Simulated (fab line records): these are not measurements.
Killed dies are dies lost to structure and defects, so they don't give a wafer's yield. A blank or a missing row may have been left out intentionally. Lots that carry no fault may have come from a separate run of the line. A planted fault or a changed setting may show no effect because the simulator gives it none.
Matching of chambers / flow gf180mcu / GF_V4_ETCH_16 on rie_diel-02 has 4 sister chambers
The step etches BARC in N2/H2. 14 wafers are shown with their chamber, then 7 later ones without.

WAFERS WITH THEIR CHAMBER
wafer=L411.2; chamber=3; drypump_motor_current_A (A)=5.8; throttle_valve_pct (%)=13.217; h2_flow_sccm (sccm)=199.9
wafer=L411.4; chamber=0; drypump_motor_current_A (A)=4.9; throttle_valve_pct (%)=13.229; h2_flow_sccm (sccm)=200.2
wafer=L411.5; chamber=3; drypump_motor_current_A (A)=5.8; throttle_valve_pct (%)=13.236; h2_flow_sccm (sccm)=199.5
wafer=L412.1; chamber=2; drypump_motor_current_A (A)=5.9; throttle_valve_pct (%)=13.205; h2_flow_sccm (sccm)=201.0
wafer=L412.2; chamber=0; drypump_motor_current_A (A)=4.9; throttle_valve_pct (%)=13.209; h2_flow_sccm (sccm)=200.4
wafer=L412.3; chamber=3; drypump_motor_current_A (A)=5.8; throttle_valve_pct (%)=13.238; h2_flow_sccm (sccm)=200.1
wafer=L417.1; chamber=0; drypump_motor_current_A (A)=4.9; throttle_valve_pct (%)=13.240; h2_flow_sccm (sccm)=200.9
wafer=L417.2; chamber=2; drypump_motor_current_A (A)=5.9; throttle_valve_pct (%)=13.217; h2_flow_sccm (sccm)=200.1
wafer=L417.4; chamber=1; drypump_motor_current_A (A)=5.6; throttle_valve_pct (%)=13.212; h2_flow_sccm (sccm)=200.1
wafer=L419.3; chamber=2; drypump_motor_current_A (A)=5.9; throttle_valve_pct (%)=13.214; h2_flow_sccm (sccm)=200.2
wafer=L419.4; chamber=3; drypump_motor_current_A (A)=5.9; throttle_valve_pct (%)=13.225; h2_flow_sccm (sccm)=200.9
wafer=L419.6; chamber=3; drypump_motor_current_A (A)=5.8; throttle_valve_pct (%)=13.221; h2_flow_sccm (sccm)=199.7
wafer=L421.2; chamber=0; drypump_motor_current_A (A)=4.9; throttle_valve_pct (%)=13.228; h2_flow_sccm (sccm)=200.5
wafer=L421.3; chamber=1; drypump_motor_current_A (A)=5.6; throttle_valve_pct (%)=13.238; h2_flow_sccm (sccm)=200.3

SIGNATURES, as means of the wafers listed above
reading=drypump_motor_current_A; chamber 0=4.900; chamber 1=5.600; chamber 2=5.900; chamber 3=5.820; scatter within a chamber=0.0283
reading=throttle_valve_pct; chamber 0=13.22650; chamber 1=13.22500; chamber 2=13.21200; chamber 3=13.22740; scatter within a chamber=0.0112
reading=h2_flow_sccm; chamber 0=200.500; chamber 1=200.200; chamber 2=200.433; chamber 3=200.020; scatter within a chamber=0.44
Rule: a wafer's distance from a chamber is the root of the sum, over the readings, of the square of ((its reading less the chamber's mean) divided by the reading's scatter). The wafer belongs to the nearest chamber; if the next one is less than 2 further off, it can't be placed. How the scatter is found: for the shown wafers, subtract from each reading the mean of its chamber, square and add these, divide the total by (wafers less chambers), then take the root.

WAFERS WHOSE CHAMBER IS MISSING
wafer=L421.6; drypump_motor_current_A (A)=5.7; throttle_valve_pct (%)=13.236; h2_flow_sccm (sccm)=201.2
wafer=L424.1; drypump_motor_current_A (A)=5.6; throttle_valve_pct (%)=13.223; h2_flow_sccm (sccm)=199.4
wafer=L424.4; drypump_motor_current_A (A)=5.6; throttle_valve_pct (%)=13.221; h2_flow_sccm (sccm)=199.9
wafer=L424.6; drypump_motor_current_A (A)=5.9; throttle_valve_pct (%)=13.223; h2_flow_sccm (sccm)=199.4
wafer=L429.3; drypump_motor_current_A (A)=5.6; throttle_valve_pct (%)=13.230; h2_flow_sccm (sccm)=201.2
wafer=L429.4; drypump_motor_current_A (A)=4.9; throttle_valve_pct (%)=13.227; h2_flow_sccm (sccm)=200.6
wafer=L429.6; drypump_motor_current_A (A)=4.9; throttle_valve_pct (%)=13.212; h2_flow_sccm (sccm)=200.9

WHICH CHAMBER EACH WENT THROUGH
wafer=L421.6; from the rows above=can't be placed: 1 or 3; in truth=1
wafer=L424.1; from the rows above=1; in truth=1
wafer=L424.4; from the rows above=1; in truth=1
wafer=L424.6; from the rows above=can't be placed: 2 or 3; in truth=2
wafer=L429.3; from the rows above=1; in truth=1
wafer=L429.4; from the rows above=0; in truth=0
wafer=L429.6; from the rows above=0; in truth=0
Correct placement for 5 of the 7. Can't be placed from these rows: 2 (the true chamber is among the candidates in 2). 0 placed wrongly.
